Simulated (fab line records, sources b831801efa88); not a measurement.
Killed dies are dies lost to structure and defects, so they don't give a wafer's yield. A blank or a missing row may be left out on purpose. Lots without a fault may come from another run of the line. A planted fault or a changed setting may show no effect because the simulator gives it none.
fab line records | flow gf180mcu
record lots=5 wafers=15 last_day=34
route steps=602 shown M3@419 V3@429
lots that met no fault: from a run of the same line without faults
start_h: hours from the record's first day to the start of the lot's first wafer shown | wait_h: hours since the lot's step before | " the same as in the row above | L1.1+2: a row that stands for several wafers | - no value, or no start given | * or withheld: withheld | < > ~ a bound
route shown NAME@n: a module of which the file shows steps, and the number in the route of the first | usual: mean/standard deviation of fault-free wafers | same: alike in all rows | chamber/n: place in a boat | sites: the reading at each site | _std_site: their standard deviation | _edge_site: outer sites' mean less inner sites' | radius_mm: how far each site lies from the wafer's centre | mask NAME#n: copy n | behind: the tool/chamber that last shaped the wafer | hold: why the lot was held/for how many hours/how that ended | device: the transistor (n, p or np) that didn't switch | end of line: the same wafers' tests at the end of the route | a step without rows: its recipe alone | killed: dies lost to structure and defects at the first sort, not the wafer's yield | map: a wafer's dies, x killed, . not, _ none there
set.NAME: the setting as run; set.NAME@STEP: as run at that earlier step | model.NAME: the simulator's own value behind a step, which no gauge read
lots at some steps of the route; a table a step, a row a wafer
services: from which hour (start_h, from the record's first day; less than 0 if before it) a tool's chamber was out of use, for how many hours, and why
## steps
# step GF_M3_SOFTBAKE_10
# recipe temp_c=130 time_s=60 resist=KrF
# columns lot.wafer tool chamber start_h wait_h
L076.1+2+3 litho_track-04 0 497.06 0.1
L079.1+3+6 litho_track-03 0 542.88 0.1
L080.1+2+4 litho_track-01 0 547.17 0.1
L093.1+2+3 litho_track-01 0 641.12 0.1
L095.1+2+3 litho_track-03 0 648.03 0.1
# step GF_M3_EXPOSE_11
# recipe mask_id=Metal3 target_cd_nm=280 na=0.68 source_shape=conventional sigma_outer=0.6 dose_mj=28
# usual exposure_dose_mJ_cm2=27.999/0.027 stage_vel_mm_s=500.09/0.26
# columns lot.wafer tool chamber start_h wait_h mask exposure_dose_mJ_cm2 stage_vel_mm_s
L076.1 krf_scanner-02 0 - - Metal3#0 28.029 500.55
L076.2 " 0 " " Metal3#0 28.006 500.48
L076.3 " 0 " " Metal3#0 28.003 500.80
L079.1 krf_scanner-01 0 - - Metal3#0 27.996 500.37
L079.3 " 0 " " Metal3#0 28.036 500.10
L079.6 " 0 " " Metal3#0 28.003 500.08
L080.1 krf_scanner-02 0 - - Metal3#0 28.004 499.51
L080.2 " 0 " " Metal3#0 27.974 499.89
L080.4 " 0 " " Metal3#0 27.997 499.37
L093.1 krf_scanner-02 0 - - Metal3#0 28.005 499.67
L093.2 " 0 " " Metal3#0 27.979 500.24
L093.3 " 0 " " Metal3#0 28.013 500.24
L095.1 krf_scanner-01 0 - - Metal3#0 27.985 499.85
L095.2 " 0 " " Metal3#0 27.948 499.94
L095.3 " 0 " " Metal3#0 27.917 500.15
# step GF_M3_PEB_12
# recipe peb_temp_c=135 peb_time_s=90 resist=KrF
# columns lot.wafer tool chamber start_h wait_h
L076.1+2+3 litho_track-03 0 - -
L079.1+3+6 litho_track-03 0 - -
L080.1+2+4 litho_track-03 0 - -
L093.1+2+3 litho_track-04 0 - -
L095.1+2+3 litho_track-03 0 - -
# step GF_M3_DEVELOP_13
# recipe develop_time_s=60 dev_temp_c=21
# columns lot.wafer tool chamber start_h wait_h
L076.1+2+3 litho_track-03 0 508.88 0.2
L079.1+3+6 litho_track-03 0 553.78 0.2
L080.1+2+4 litho_track-03 0 557.98 0.2
L093.1+2+3 litho_track-04 0 651.21 0.2
L095.1+2+3 litho_track-03 0 657.48 0.2
# step GF_M3_CD_MEAS_14
# recipe target_cd_nm=280
# usual cd_nm=279.9/1
# columns lot.wafer tool chamber start_h wait_h cd_nm
L076.1 cd_sem-02 - 509.03 0.1 279.5
L076.2 " - " " 280.1
L076.3 " - " " 279.4
L079.1 cd_sem-02 - 553.93 0.1 279.7
L079.3 " - " " 279.7
L079.6 " - " " 278.3
L080.1 cd_sem-01 - 558.13 0.1 280.7
L080.2 " - " " 281.1
L080.4 " - " " 280.4
L093.1 cd_sem-01 - 651.36 0.1 278.1
L093.2 " - " " 279.1
L093.3 " - " " 279.4
L095.1 cd_sem-01 - 657.63 0.1 278.7
L095.2 " - " " 278.5
L095.3 " - " " 278.4
# step GF_M3_OVL_MEAS_15
# usual M3_OVL=0/5.1
# columns lot.wafer tool chamber start_h wait_h M3_OVL[nm]
L076.1 overlay-02 - 509.15 0.1 -1
L076.2 " - " " 2
L076.3 " - " " 3
L079.1 overlay-01 - 554.05 0.1 -2
L079.3 " - " " 2
L079.6 " - " " -1
L080.1 overlay-01 - 558.25 0.1 -4
L080.2 " - " " 5
L080.4 " - " " -5
L093.1 overlay-01 - 651.48 0.1 8
L093.2 " - " " 8
L093.3 " - " " -1
L095.1 overlay-01 - 657.75 0.1 5
L095.2 " - " " -2
L095.3 " - " " -1
# step GF_M3_METAL_ETCH_16
# recipe chemistry=Cl2/BCl3 mask_material=KrF target_depth_nm=750.8 stop_on=SiO2 pressure_mtorr=8 icp_w=800 bias_w=140 Cl2_flow_sccm=80 bcl3_flow_sccm=40 time_s=125.1
# usual drypump_motor_current_A=5.6/0.32 oes_product_au=0.990/0.0062 rf_fwd_power_W=795.6/2.6 throttle_valve_pct=28.230/0.011
# columns lot.wafer tool chamber start_h wait_h drypump_motor_current_A oes_product_au rf_fwd_power_W rf_hours_counter_h throttle_valve_pct
L076.1 rie_metal-01 1 509.18 0.0 5.5 0.984 795.1 8 28.228
L076.2 " 1 " " 5.4 0.982 793.0 - 28.244
L076.3 " 1 " " 5.5 0.988 789.9 - 28.246
L079.1 rie_metal-02 0 554.08 0.0 5.2 0.994 795.8 6 28.221
L079.3 " 0 " " 5.2 0.992 793.9 - 28.231
L079.6 " 0 " " 5.2 0.993 794.1 - 28.230
L080.1 rie_metal-01 0 558.28 0.0 6.0 0.992 791.0 1 28.232
L080.2 " 1 " " 5.4 0.980 797.2 10 28.230
L080.4 " 1 " " 5.5 0.980 797.7 - 28.229
L093.1 rie_metal-01 1 651.51 0.0 5.4 0.979 789.8 13 28.234
L093.2 " 0 " " 6.0 0.989 799.6 4 28.251
L093.3 " 1 " " 5.4 0.981 789.0 - 28.233
L095.1 rie_metal-01 1 657.78 0.0 5.4 0.979 795.5 13 28.237
L095.2 " 0 " " 6.0 0.985 799.8 4 28.230
L095.3 " 1 " " 5.4 0.986 790.8 - 28.226
# step GF_M3_STRIP_17
# recipe chemistry=O2/N2 power_w=1400 pressure_mtorr=1500 platen_temp_c=250 o2_flow_sccm=3000 n2_flow_sccm=300 overash_fraction=0.5
# usual drypump_motor_current_A=5.76/0.23 heater_power_w=341/35 oes_product_au=0.538/0.0048 strip_time_to_endpoint_s=7.38/0.052
# columns lot.wafer tool chamber start_h wait_h drypump_motor_current_A heater_power_w oes_product_au rf_hours_counter_h strip_time_to_endpoint_s
L076.1 plasma_asher-02 1 509.44 0.2 5.85 330 0.545 43 7.44
L076.2 " 0 " " 5.68 312 0.542 43 7.45
L076.3 " 0 " " 5.68 318 0.537 - 7.45
L079.1 plasma_asher-01 1 554.21 0.1 6.29 371 0.538 96 7.37
L079.3 " 1 " " 6.27 349 0.535 - 7.37
L079.6 " 1 " " 6.29 357 0.537 - 7.37
L080.1 plasma_asher-03 1 558.41 0.1 5.63 363 0.535 12 7.34
L080.2 " 0 " " 5.69 378 0.538 12 7.41
L080.4 " 0 " " 5.69 385 0.537 - 7.45
L093.1 plasma_asher-01 1 651.64 0.1 6.28 360 0.543 107 7.45
L093.2 " 0 " " 5.52 277 0.546 107 7.37
L093.3 " 1 " " 6.29 361 0.532 - 7.48
L095.1 plasma_asher-03 1 657.91 0.1 5.64 355 0.544 22 7.44
L095.2 " 0 " " 5.68 384 0.528 22 7.36
L095.3 " 1 " " 5.64 358 0.537 - 7.42
# step GF_M3_STRIP_18
# recipe chemistry=post_etch_residue_remover time_s=1200 temp_c=72.5
# usual temp_c=72.53/0.13
# columns lot.wafer tool chamber start_h wait_h temp_c
L076.1 wet_bench-02 2 509.54 0.1 72.25
L076.2 " 2 " " 72.33
L076.3 " 2 " " 72.60
L079.1 wet_bench-02 3 554.31 0.1 72.43
L079.3 " 3 " " 72.48
L079.6 " 3 " " 72.55
L080.1 wet_bench-01 1 558.51 0.1 72.38
L080.2 " 1 " " 72.40
L080.4 " 1 " " 72.41
L093.1 wet_bench-02 1 651.74 0.1 72.38
L093.2 " 1 " " 72.57
L093.3 " 1 " " 72.39
L095.1 wet_bench-02 3 658.01 0.1 72.66
L095.2 " 3 " " 72.67
L095.3 " 3 " " 72.43
# step GF_M3_CLEAN_19
# recipe chemistry=DIW dry=n2_spin
# columns lot.wafer tool chamber start_h wait_h
L076.1+2+3 wet_bench-01 3 509.88 0.0
L079.1+3+6 wet_bench-03 0 554.66 0.0
L080.1+2+4 wet_bench-03 3 558.86 0.0
L093.1+2+3 wet_bench-01 1 652.08 0.0
L095.1+2+3 wet_bench-01 2 658.35 0.0
# step GF_V3_CVD_00
# recipe material=SiO2 target_thk_nm=600 sigma_open_frac=0.3 temp_c=400 time_s=100 sih4_flow_sccm=60 pressure_mtorr=6
# usual pressure_mtorr=6.001/0.012
# columns lot.wafer tool chamber start_h wait_h pressure_mtorr
L076.1 hdpcvd-01 0 509.98 0.0 6.003
L076.2 " 2 " " 5.984
L076.3 " 1 " " 6.009
L079.1 hdpcvd-01 0 554.75 0.0 5.997
L079.3 " 1 " " 6.007
L079.6 " 2 " " 5.987
L080.1 hdpcvd-02 2 558.95 0.0 6.012
L080.2 " 0 " " 5.998
L080.4 " 2 " " 5.991
L093.1 hdpcvd-01 0 652.17 0.0 6.003
L093.2 " 1 " " 6.016
L093.3 " 2 " " 6.000
L095.1 hdpcvd-01 1 658.46 0.0 5.991
L095.2 " 0 " " 5.981
L095.3 " 2 " " 6.010
# step GF_V3_THK_MEAS_01
# recipe reads=SiO2_of_V3_CVD_00
# usual V3_CVD_00_THK=598/6.1
# columns lot.wafer tool chamber start_h wait_h V3_CVD_00_THK[nm]
L076.1 film_metro-03 - 510.06 0.0 593
L076.2 " - " " 594
L076.3 " - " " 572
L079.1 film_metro-01 - 554.82 0.0 597
L079.3 " - " " 594
L079.6 " - " " 599
L080.1 film_metro-02 - 559.02 0.0 597
L080.2 " - " " 597
L080.4 " - " " 593
L093.1 film_metro-02 - 652.25 0.0 594
L093.2 " - " " 599
L093.3 " - " " 606
L095.1 film_metro-02 - 658.54 0.0 589
L095.2 " - " " 591
L095.3 " - " " 596
# step GF_V3_CVD_02
# recipe material=SiO2 target_thk_nm=850 precursor=TEOS temp_c=400 time_s=94.851 rf_w=600
# usual heater_power_w=674/95 rf_fwd_power_W=596.2/2.2
# columns lot.wafer tool chamber start_h wait_h heater_power_w rf_fwd_power_W
L076.1 pecvd-01 1 510.12 0.1 807 594.0
L076.2 " 0 " " 723 590.7
L076.3 " 2 " " 722 595.7
L079.1 pecvd-04 2 554.88 0.1 512 596.5
L079.3 " 1 " " 754 600.3
L079.6 " 0 " " 773 598.0
L080.1 pecvd-01 2 559.08 0.1 596 596.4
L080.2 " 1 " " 787 593.8
L080.4 " 2 " " 643 597.8
L093.1 pecvd-04 2 652.31 0.1 568 591.8
L093.2 " 0 " " 640 597.4
L093.3 " 1 " " 834 596.8
L095.1 pecvd-03 1 658.60 0.1 617 593.0
L095.2 " 2 " " 876 596.4
L095.3 " 0 " " 659 596.8
# step GF_V3_THK_MEAS_03
# recipe reads=SiO2_of_V3_CVD_02
# usual V3_CVD_02_THK=851/11
# columns lot.wafer tool chamber start_h wait_h V3_CVD_02_THK[nm]
L076.1 film_metro-01 - 510.19 0.0 866
L076.2 " - " " 850
L076.3 " - " " 862
L079.1 film_metro-01 - 554.95 0.0 850
L079.3 " - " " 853
L079.6 " - " " 870
L080.1 film_metro-02 - 559.15 0.0 853
L080.2 " - " " 863
L080.4 " - " " 872
L093.1 film_metro-02 - 652.38 0.0 844
L093.2 " - " " 844
L093.3 " - " " 844
L095.1 film_metro-03 - 658.66 0.0 832
L095.2 " - " " 829
L095.3 " - " " 850
# step GF_V3_CMP_04
# recipe material=SiO2 down_force_psi=4 platen_rpm=60 pad_velocity_m_s=0.94248
# usual motor_current_A=11.5/1 time_to_endpoint_s=82/5.6
# columns lot.wafer tool chamber start_h wait_h motor_current_A time_to_endpoint_s
L076.2 cmp-01 2 510.25 0.0 10.8 80
L076.3 " 0 " " 12.2 87
L076.1 " 1 " " 13.0 89
L079.3 cmp-02 0 555.11 0.1 10.7 86
L079.1 " 1 " " 11.5 85
L079.6 " 2 " " 9.9 84
L080.1 cmp-02 3 559.21 0.1 11.7 78
L080.2 " 0 " " 10.5 86
L080.4 " 2 " " 10.6 85
L093.2 cmp-01 0 652.49 0.1 12.0 80
L093.3 " 1 " " 12.9 74
L093.1 " 2 " " 10.6 73
L095.2 cmp-01 1 658.72 0.0 12.7 73
L095.3 " 2 " " 10.0 73
L095.1 " 3 " " 12.5 76
# step GF_V3_BOW_MEAS_05
# recipe mode=bow
# usual V3_BOW=117/8.5
# columns lot.wafer tool chamber start_h wait_h V3_BOW[um]
L076.1 film_metro-02 - 510.55 0.1 110
L076.2 " - " " 116
L076.3 " - " " 104
L079.1 film_metro-02 - 555.31 0.1 121
L079.3 " - " " 120
L079.6 " - " " 113
L080.1 film_metro-02 - 559.51 0.2 122
L080.2 " - " " 125
L080.4 " - " " 115
L093.1 film_metro-02 - 652.74 0.1 120
L093.2 " - " " 131
L093.3 " - " " 123
L095.1 film_metro-02 - 659.02 0.1 100
L095.2 " - " " 121
L095.3 " - " " 120
# step GF_V3_DEHYDRATE_06
# recipe temp_c=200 time_s=60
# columns lot.wafer tool chamber start_h wait_h
L076.1+2+3 litho_track-04 0 522.01 11.4
L079.1+3+6 litho_track-03 0 565.98 10.6
L080.1+2+4 litho_track-03 0 569.98 10.4
L093.1+2+3 litho_track-03 0 662.03 9.3
L095.1+2+3 litho_track-03 0 668.38 9.3
# step GF_V3_HMDS_07
# recipe prime_time_s=60 prime_temp_c=120
# columns lot.wafer tool chamber start_h wait_h
L076.1+2+3 litho_track-04 0 522.16 0.1
L079.1+3+6 litho_track-03 0 566.13 0.1
L080.1+2+4 litho_track-03 0 570.13 0.1
L093.1+2+3 litho_track-03 0 662.18 0.1
L095.1+2+3 litho_track-03 0 668.53 0.1
# step GF_V3_COAT_08
# recipe resist=BARC temp_c=withheld time_s=withheld spin_rpm=withheld resist_thk_nm=withheld
# usual dispense_pressure_kPa=53/5.2
# columns lot.wafer tool chamber start_h wait_h dispense_pressure_kPa
L076.1 litho_track-04 0 522.31 0.1 47
L076.2 " 0 " " 47
L076.3 " 0 " " 47
L079.1 litho_track-03 0 566.28 0.1 58
L079.3 " 0 " " 58
L079.6 " 0 " " 58
L080.1 litho_track-03 0 570.28 0.1 58
L080.2 " 0 " " 58
L080.4 " 0 " " 58
L093.1 litho_track-03 0 662.33 0.1 58
L093.2 " 0 " " 58
L093.3 " 0 " " 58
L095.1 litho_track-03 0 668.68 0.1 58
L095.2 " 0 " " 58
L095.3 " 0 " " 58
# step GF_V3_COAT_09
# recipe resist=KrF spin_rpm=withheld resist_thk_nm=1000
# usual dispense_pressure_kPa=53/5.2
# columns lot.wafer tool chamber start_h wait_h dispense_pressure_kPa
L076.1 litho_track-04 0 - - 47
L076.2 " 0 " " 47
L076.3 " 0 " " 47
L079.1 litho_track-03 0 - - 58
L079.3 " 0 " " 58
L079.6 " 0 " " 58
L080.1 litho_track-03 0 - - 58
L080.2 " 0 " " 58
L080.4 " 0 " " 58
L093.1 litho_track-03 0 - - 58
L093.2 " 0 " " 58
L093.3 " 0 " " 58
L095.1 litho_track-03 0 - - 58
L095.2 " 0 " " 58
L095.3 " 0 " " 58
# step GF_V3_SOFTBAKE_10
# recipe temp_c=130 time_s=60 resist=KrF
# columns lot.wafer tool chamber start_h wait_h
L076.1+2+3 litho_track-04 0 - -
L079.1+3+6 litho_track-03 0 - -
L080.1+2+4 litho_track-03 0 - -
L093.1+2+3 litho_track-03 0 - -
L095.1+2+3 litho_track-03 0 - -
# step GF_V3_EXPOSE_11
# recipe mask_id=Via3 target_cd_nm=260 na=0.68 source_shape=conventional sigma_outer=0.6 dose_mj=38
# usual exposure_dose_mJ_cm2=37.99/0.041 stage_vel_mm_s=499.98/0.26
# columns lot.wafer tool chamber start_h wait_h mask exposure_dose_mJ_cm2 stage_vel_mm_s
L076.1 krf_scanner-01 0 - - Via3#0 37.91 500.22
L076.2 " 0 " " Via3#0 38.05 500.36
L076.3 " 0 " " Via3#0 37.97 500.08
L079.1 krf_scanner-02 0 - - Via3#0 37.93 500.21
L079.3 " 0 " " Via3#0 37.88 499.75
L079.6 " 0 " " Via3#0 37.93 499.83
L080.1 krf_scanner-02 0 - - Via3#0 37.95 499.98
L080.2 " 0 " " Via3#0 37.99 499.79
L080.4 " 0 " " Via3#0 38.02 499.72
L093.1 krf_scanner-02 0 - - Via3#0 38.02 500.02
L093.2 " 0 " " Via3#0 38.07 499.86
L093.3 " 0 " " Via3#0 37.98 499.75
L095.1 krf_scanner-01 0 - - Via3#0 38.02 499.77
L095.2 " 0 " " Via3#0 38.03 500.24
L095.3 " 0 " " Via3#0 38.02 500.32
# step GF_V3_PEB_12
# recipe peb_temp_c=135 peb_time_s=90 resist=KrF
# columns lot.wafer tool chamber start_h wait_h
L076.1+2+3 litho_track-04 0 - -
L079.1+3+6 litho_track-04 0 - -
L080.1+2+4 litho_track-03 0 - -
L093.1+2+3 litho_track-03 0 - -
L095.1+2+3 litho_track-04 0 - -
# step GF_V3_DEVELOP_13
# recipe develop_time_s=60 resist=KrF dev_temp_c=21
# columns lot.wafer tool chamber start_h wait_h
L076.1+2+3 litho_track-04 0 533.66 0.2
L079.1+3+6 litho_track-04 0 577.21 0.2
L080.1+2+4 litho_track-03 0 581.43 0.2
L093.1+2+3 litho_track-03 0 671.58 0.2
L095.1+2+3 litho_track-04 0 678.01 0.2
# step GF_V3_CD_MEAS_14
# recipe target_cd_nm=260
# usual cd_nm=259.9/1.6
# columns lot.wafer tool chamber start_h wait_h cd_nm
L076.1 cd_sem-02 - 533.81 0.1 261.0
L076.2 " - " " 261.5
L076.3 " - " " 261.6
L079.1 cd_sem-02 - 577.36 0.1 259.4
L079.3 " - " " 259.2
L079.6 " - " " 260.2
L080.1 cd_sem-02 - 581.58 0.1 258.7
L080.2 " - " " 258.9
L080.4 " - " " 259.5
L093.1 cd_sem-01 - 671.73 0.1 259.5
L093.2 " - " " 262.2
L093.3 " - " " 261.1
L095.1 cd_sem-01 - 678.16 0.1 258.2
L095.2 " - " " 256.8
L095.3 " - " " 256.2
# step GF_V3_OVL_MEAS_15
# usual V3_OVL=2/6.5
# columns lot.wafer tool chamber start_h wait_h V3_OVL[nm]
L076.1 overlay-01 - 533.93 0.1 6
L076.2 " - " " 11
L076.3 " - " " 7
L079.1 overlay-02 - 577.48 0.1 -4
L079.3 " - " " 1
L079.6 " - " " -2
L080.1 overlay-02 - 581.70 0.1 10
L080.2 " - " " 6
L080.4 " - " " 7
L093.1 overlay-01 - 671.85 0.1 4
L093.2 " - " " 7
L093.3 " - " " 8
L095.1 overlay-01 - 678.28 0.1 -2
L095.2 " - " " -10
L095.3 " - " " -6
# step GF_V3_ETCH_16
# recipe chemistry=N2/H2 target_depth_a=withheld overetch_a=withheld time_s=withheld target=BARC ion_energy_ev=200 source_w=500 bias_w=100 pressure_mtorr=30 n2_flow_sccm=100 h2_flow_sccm=200
# usual drypump_motor_current_A=5.6/0.44 oes_product_au=0.855/0.0051 rf_fwd_power_W=495.4/2 throttle_valve_pct=13.224/0.0084
# columns lot.wafer tool chamber start_h wait_h drypump_motor_current_A oes_product_au rf_fwd_power_W throttle_valve_pct
L076.1 rie_diel-02 1 533.96 0.0 5.6 0.852 493.5 13.206
L076.2 " 0 " " 5.7 0.858 497.3 13.225
L076.3 " 2 " " 5.9 0.861 493.8 13.231
L079.1 rie_diel-01 1 577.51 0.0 6.1 0.849 493.2 13.222
L079.3 " 3 " " 4.8 0.848 494.6 13.245
L079.6 " 2 " " 5.0 0.862 496.3 13.224
L080.1 rie_diel-04 1 581.73 0.0 5.0 0.848 497.6 13.232
L080.2 " 0 " " 5.5 0.856 498.5 13.233
L080.4 " 2 " " 6.1 0.854 494.8 13.230
L093.1 rie_diel-04 2 671.88 0.0 6.1 0.850 495.5 13.230
L093.2 " 1 " " 5.0 0.852 495.3 13.221
L093.3 " 3 " " 6.2 0.858 496.9 13.222
L095.1 rie_diel-04 1 678.31 0.0 4.9 0.852 494.7 13.214
L095.2 " 3 " " 6.2 0.856 498.6 13.215
L095.3 " 2 " " 6.2 0.852 495.9 13.229
# step GF_V3_ETCH_17
# recipe chemistry=C4F8/O2/Ar mask_material=KrF target=SiO2 stop_on=TiN source_w=1500 bias_w=1200 pressure_mtorr=40 c4f8_flow_sccm=withheld O2_flow_sccm=6 Ar_flow_sccm=300 time_s=withheld target_depth_a=6350
# usual oes_product_au=0.856/0.0045 rf_fwd_power_W=1493/4.8
# columns lot.wafer tool chamber start_h wait_h oes_product_au rf_fwd_power_W
L076.1 rie_diel-02 1 - - 0.859 1490
L076.2 " 0 " " 0.857 1493
L076.3 " 2 " " 0.861 1484
L079.1 rie_diel-01 1 - - 0.860 1489
L079.3 " 3 " " 0.861 1492
L079.6 " 2 " " 0.856 1495
L080.1 rie_diel-04 1 - - 0.856 1491
L080.2 " 0 " " 0.850 1500
L080.4 " 2 " " 0.852 1497
L093.1 rie_diel-04 2 - - 0.854 1504
L093.2 " 1 " " 0.859 1500
L093.3 " 3 " " 0.862 1495
L095.1 rie_diel-04 1 - - 0.861 1494
L095.2 " 3 " " 0.865 1502
L095.3 " 2 " " 0.862 1490
# step GF_V3_STRIP_18
# recipe chemistry=O2/N2 power_w=1400 pressure_mtorr=1500 platen_temp_c=250 o2_flow_sccm=3000 n2_flow_sccm=300 overash_fraction=0.5
# usual drypump_motor_current_A=5.60/0.22 heater_power_w=344/23 oes_product_au=0.591/0.0046
# columns lot.wafer tool chamber start_h wait_h drypump_motor_current_A heater_power_w oes_product_au rf_hours_counter_h
L076.1 plasma_asher-02 0 534.09 - 5.66 318 0.592 45
L076.2 " 1 " " 5.86 326 0.600 45
L076.3 " 1 " " 5.87 325 0.592 -
L079.1 plasma_asher-04 1 577.64 - 5.20 320 0.589 77
L079.3 " 0 " " 5.75 358 0.599 -
L079.6 " 1 " " 5.21 338 0.597 -
L080.1 plasma_asher-03 1 581.86 - 5.67 366 0.586 14
L080.2 " 0 " " 5.67 386 0.596 14
L080.4 " 1 " " 5.66 364 0.587 -
L093.1 plasma_asher-03 0 672.01 - 5.68 391 0.588 24
L093.2 " 1 " " 5.64 364 0.587 24
L093.3 " 0 " " 5.70 381 0.592 -
L095.1 plasma_asher-04 0 678.44 - 5.77 359 0.588 87
L095.2 " 1 " " 5.20 316 0.592 87
L095.3 " 1 " " 5.22 325 0.591 -
# step GF_V3_STRIP_19
# recipe chemistry=post_etch_residue_remover time_s=1200 temp_c=72.5
# usual temp_c=72.49/0.12
# columns lot.wafer tool chamber start_h wait_h temp_c
L076.1 wet_bench-02 0 534.19 0.1 72.66
L076.2 " 0 " " 72.64
L076.3 " 0 " " 72.89
L079.1 wet_bench-01 1 577.74 0.1 72.58
L079.3 " 1 " " 72.42
L079.6 " 1 " " 72.39
L080.1 wet_bench-02 1 581.96 0.1 72.47
L080.2 " 1 " " 72.18
L080.4 " 1 " " 72.48
L093.1 wet_bench-04 1 672.11 0.1 72.40
L093.2 " 1 " " 72.40
L093.3 " 1 " " 72.45
L095.1 wet_bench-01 2 678.54 0.1 72.41
L095.2 " 2 " " 72.51
L095.3 " 2 " " 72.45
# step GF_V3_CLEAN_20
# recipe chemistry=DIW dry=n2_spin
# columns lot.wafer tool chamber start_h wait_h
L076.1+2+3 wet_bench-01 3 534.53 0.0
L079.1+3+6 wet_bench-04 2 578.11 0.0
L080.1+2+4 wet_bench-01 3 582.30 0.0
L093.1+2+3 wet_bench-01 1 672.45 0.0
L095.1+2+3 wet_bench-02 1 678.91 0.0
# step GF_V3_SPUTTER_21
# recipe material=Ti target_thk_nm=15 chamber_pressure_pa=5 power_w=2500 substrate_temp_c=200 time_s=80.02
# usual throttle_valve_pct=30.5/1.8
# columns lot.wafer tool chamber start_h wait_h throttle_valve_pct
L076.1 pvd_sputter-01 - 534.62 0.0 31.8
L076.2 " - " " 28.8
L076.3 " - " " 29.9
L079.1 pvd_sputter-02 - 578.21 0.0 33.8
L079.3 " - " " 27.9
L079.6 " - " " 30.6
L080.1 pvd_sputter-01 - 582.40 0.0 28.5
L080.2 " - " " 29.7
L080.4 " - " " 31.7
L093.1 pvd_sputter-02 - 672.55 0.0 33.6
L093.2 " - " " 28.3
L093.3 " - " " 29.0
L095.1 pvd_sputter-02 - 679.00 0.0 29.1
L095.2 " - " " 28.4
L095.3 " - " " 30.4
# step GF_V3_SPUTTER_22
# recipe material=TiN target_thk_nm=10 chamber_pressure_pa=5 power_w=4000 time_s=40
# usual throttle_valve_pct=30.5/1.8
# columns lot.wafer tool chamber start_h wait_h throttle_valve_pct
L076.1 pvd_sputter-01 - 534.69 0.0 31.8
L076.2 " - " " 29.0
L076.3 " - " " 29.9
L079.1 pvd_sputter-02 - 578.27 0.0 33.6
L079.3 " - " " 28.4
L079.6 " - " " 30.4
L080.1 pvd_sputter-01 - 582.47 0.0 28.9
L080.2 " - " " 29.7
L080.4 " - " " 31.8
L093.1 pvd_sputter-02 - 672.61 0.0 33.5
L093.2 " - " " 28.1
L093.3 " - " " 28.7
L095.1 pvd_sputter-02 - 679.07 0.0 29.0
L095.2 " - " " 28.2
L095.3 " - " " 30.8
# step GF_V3_CVD_23
# recipe material=W target_thk_nm=350 time_s=104.9 temp_c=400 pressure_torr=40
# usual heater_power_w=839/76
# columns lot.wafer tool chamber start_h wait_h heater_power_w
L076.1 cvd_w-01 1 534.72 0.0 894
L076.2 " 0 " " 910
L076.3 " 0 " " 887
L079.1 cvd_w-02 1 578.31 0.0 735
L079.3 " 1 " " 761
L079.6 " 0 " " 708
L080.1 cvd_w-01 1 582.50 0.0 891
L080.2 " 0 " " 906
L080.4 " 0 " " 898
L093.1 cvd_w-02 0 672.65 0.0 730
L093.2 " 1 " " 754
L093.3 " 0 " " 718
L095.1 cvd_w-02 0 679.10 0.0 718
L095.2 " 1 " " 727
L095.3 " 1 " " 758
# step GF_V3_RS_MEAS_24
# recipe thk_meas_gauge=four-point-probe reads=W_of_V3_CVD_23+TiN_of_V3_SPUTTER_22+Ti_of_V3_SPUTTER_21
# usual V3_W_RS=0.329/0.0031
# columns lot.wafer tool chamber start_h wait_h V3_W_RS[ohm/sq]
L076.1 film_metro-02 - 534.84 0.1 0.330
L076.2 " - " " 0.330
L076.3 " - " " 0.327
L079.1 film_metro-02 - 578.42 0.1 0.328
L079.3 " - " " 0.327
L079.6 " - " " 0.331
L080.1 film_metro-02 - 582.62 0.1 0.332
L080.2 " - " " 0.331
L080.4 " - " " 0.331
L093.1 film_metro-03 - 672.77 0.1 0.326
L093.2 " - " " 0.329
L093.3 " - " " 0.327
L095.1 film_metro-03 - 679.22 0.1 0.325
L095.2 " - " " 0.329
L095.3 " - " " 0.324
# step GF_V3_THK_MEAS_25
# recipe thk_meas_gauge=xrf reads=W_of_V3_CVD_23
# usual V3_W_THK=357/5.2
# columns lot.wafer tool chamber start_h wait_h V3_W_THK[nm]
L076.1 film_metro-02 - 534.96 0.1 352
L076.2 " - " " 352
L076.3 " - " " 355
L079.1 film_metro-02 - 578.54 0.1 354
L079.3 " - " " 356
L079.6 " - " " 353
L080.1 film_metro-02 - 582.74 0.1 353
L080.2 " - " " 353
L080.4 " - " " 351
L093.1 film_metro-03 - 672.89 0.1 363
L093.2 " - " " 358
L093.3 " - " " 361
L095.1 film_metro-03 - 679.34 0.1 362
L095.2 " - " " 360
L095.3 " - " " 367
# step GF_V3_CMP_26
# recipe stop_on=SiO2 down_force_psi=3.5 platen_rpm=60 t_overpolish_s=15 target_thk_nm=0 pad_velocity_m_s=0.94248
# usual motor_current_A=10.2/0.87 overpolish_run_s=14.999/0.0088 time_to_endpoint_s=85/3.7
# columns lot.wafer tool chamber start_h wait_h motor_current_A overpolish_run_s time_to_endpoint_s
L076.2 cmp-02 0 535.02 0.0 10.0 14.995 88
L076.3 " 1 " " 11.0 15.004 91
L076.1 " 2 " " 9.4 14.982 82
L079.1 cmp-02 0 578.60 0.1 9.6 14.983 88
L079.3 " 1 " " 10.0 14.995 89
L079.6 " 0 " " 9.7 15.021 85
L080.4 cmp-02 1 582.80 0.0 10.3 14.997 92
L080.1 " 2 " " 8.9 14.998 86
L080.2 " 3 " " 10.7 14.994 86
L093.2 cmp-02 1 673.00 0.1 10.5 15.002 91
L093.3 " 2 " " 9.3 14.998 83
L093.1 " 3 " " 10.8 14.994 89
L095.3 cmp-02 1 679.40 0.0 10.5 14.999 89
L095.1 " 3 " " 10.3 14.989 87
L095.2 " 0 " " 10.5 14.999 87
## services
# columns tool chamber start_h hours kind
pvd_sputter-01 - 482.82 17.8 repair
krf_scanner-01 - 483.14 0.8 pm
rie_diel-04 - 488.98 2.8 pm
krf_scanner-01 - 494.80 1.3 pm
rie_diel-04 3 502.88 4.1 repair
cmp-02 - 506.74 4.3 pm
krf_scanner-02 - 515.61 1.3 pm
pvd_sputter-01 - 521.62 4.1 repair
pvd_sputter-02 - 531.99 2.6 repair
pvd_sputter-01 - 537.95 14.4 repair
hdpcvd-01 - 539.25 15.0 pm
krf_scanner-01 - 541.41 1.0 pm
cmp-02 - 545.24 1.2 repair
rie_diel-04 3 546.85 9.8 repair
cmp-02 - 547.64 5.6 repair
pvd_sputter-02 - 569.38 0.7 repair
krf_scanner-02 - 569.70 0.8 pm
rie_diel-04 - 576.25 0.3 repair
rie_diel-04 1 590.68 9.4 repair
rie_diel-04 3 591.27 4.9 repair
krf_scanner-02 - 606.34 1.0 pm
rie_diel-04 0 616.51 6.1 repair
krf_scanner-02 - 648.29 0.6 repair
rie_diel-04 - 677.58 0.5 repair
## key
fault none
